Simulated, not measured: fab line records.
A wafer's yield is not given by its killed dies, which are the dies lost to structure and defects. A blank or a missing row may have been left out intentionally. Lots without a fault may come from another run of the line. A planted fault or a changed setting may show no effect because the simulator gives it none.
Matching of chambers || flow gf180mcu || GF_CONTACT_CMP_04 on cmp-01: 4 sister chambers
The step polishes SiO2. 15 wafers are shown with their chamber, then 7 later ones without.

== WAFERS PAIRED WITH THEIR CHAMBERS ==
{"wafer": "L421.2", "chamber": 1, "motor current A (A)": 12.7, "time to endpoint s (s)": 105}
{"wafer": "L421.5", "chamber": 1, "motor current A (A)": 12.3, "time to endpoint s (s)": 113}
{"wafer": "L421.6", "chamber": 0, "motor current A (A)": 11.8, "time to endpoint s (s)": 113}
{"wafer": "L422.3", "chamber": 3, "motor current A (A)": 13.8, "time to endpoint s (s)": 112}
{"wafer": "L422.4", "chamber": 0, "motor current A (A)": 11.1, "time to endpoint s (s)": 111}
{"wafer": "L422.5", "chamber": 2, "motor current A (A)": 12.7, "time to endpoint s (s)": 113}
{"wafer": "L423.1", "chamber": 2, "motor current A (A)": 12.2, "time to endpoint s (s)": 110}
{"wafer": "L423.3", "chamber": 3, "motor current A (A)": 13.9, "time to endpoint s (s)": 117}
{"wafer": "L423.6", "chamber": 3, "motor current A (A)": 14.6, "time to endpoint s (s)": 119}
{"wafer": "L428.3", "chamber": 1, "motor current A (A)": 12.4, "time to endpoint s (s)": 99}
{"wafer": "L428.4", "chamber": 0, "motor current A (A)": 11.6, "time to endpoint s (s)": 105}
{"wafer": "L428.5", "chamber": 1, "motor current A (A)": 12.3, "time to endpoint s (s)": 108}
{"wafer": "L431.2", "chamber": 0, "motor current A (A)": 11.8, "time to endpoint s (s)": 108}
{"wafer": "L431.3", "chamber": 1, "motor current A (A)": 12.1, "time to endpoint s (s)": 106}
{"wafer": "L431.4", "chamber": 3, "motor current A (A)": 13.4, "time to endpoint s (s)": 113}

SIGNATURES (averages over the wafers above)
{"reading": "motor current A", "chamber 0": 11.575, "chamber 1": 12.360, "chamber 2": 12.450, "chamber 3": 13.925, "scatter within a chamber": 0.356}
{"reading": "time to endpoint s", "chamber 0": 109.25, "chamber 1": 106.20, "chamber 2": 111.50, "chamber 3": 115.25, "scatter within a chamber": 4.01}
Rule: for each reading, subtract the chamber's mean from the wafer's reading, divide by that reading's scatter and square the result; add these up over the readings and take the root, which gives the wafer's distance from the chamber. If the next closest chamber is less than 2 further off than the closest, the wafer can't be placed; otherwise it belongs to the closest. The scatter is the square root of a quotient: the sum, over the shown wafers, of each reading's squared deviation from its chamber's mean, divided by wafers minus chambers.

== WAFERS WITHOUT THEIR CHAMBER ==
{"wafer": "L436.1", "motor current A (A)": 13.7, "time to endpoint s (s)": 108}
{"wafer": "L436.5", "motor current A (A)": 11.8, "time to endpoint s (s)": 106}
{"wafer": "L436.6", "motor current A (A)": 11.3, "time to endpoint s (s)": 104}
{"wafer": "L437.1", "motor current A (A)": 13.6, "time to endpoint s (s)": 102}
{"wafer": "L437.4", "motor current A (A)": 11.2, "time to endpoint s (s)": 102}
{"wafer": "L439.1", "motor current A (A)": 12.7, "time to endpoint s (s)": 105}
{"wafer": "L439.2", "motor current A (A)": 14.0, "time to endpoint s (s)": 105}

== CHAMBER TAKEN BY EACH ==
{"wafer": "L436.1", "from the rows above": "can't be placed: 3 or 2 or 1", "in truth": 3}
{"wafer": "L436.5", "from the rows above": "can't be placed: 0 or 1 or 2", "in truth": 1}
{"wafer": "L436.6", "from the rows above": "can't be placed: 0 or 1", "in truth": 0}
{"wafer": "L437.1", "from the rows above": "can't be placed: 3 or 1 or 2", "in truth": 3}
{"wafer": "L437.4", "from the rows above": "can't be placed: 0 or 1", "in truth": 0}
{"wafer": "L439.1", "from the rows above": "can't be placed: 1 or 2", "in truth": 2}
{"wafer": "L439.2", "from the rows above": 3, "in truth": 3}
Placed correctly: 1 of 7. These rows do not allow placing 6 (true chamber among the candidates in 6). Placed wrongly: 0.
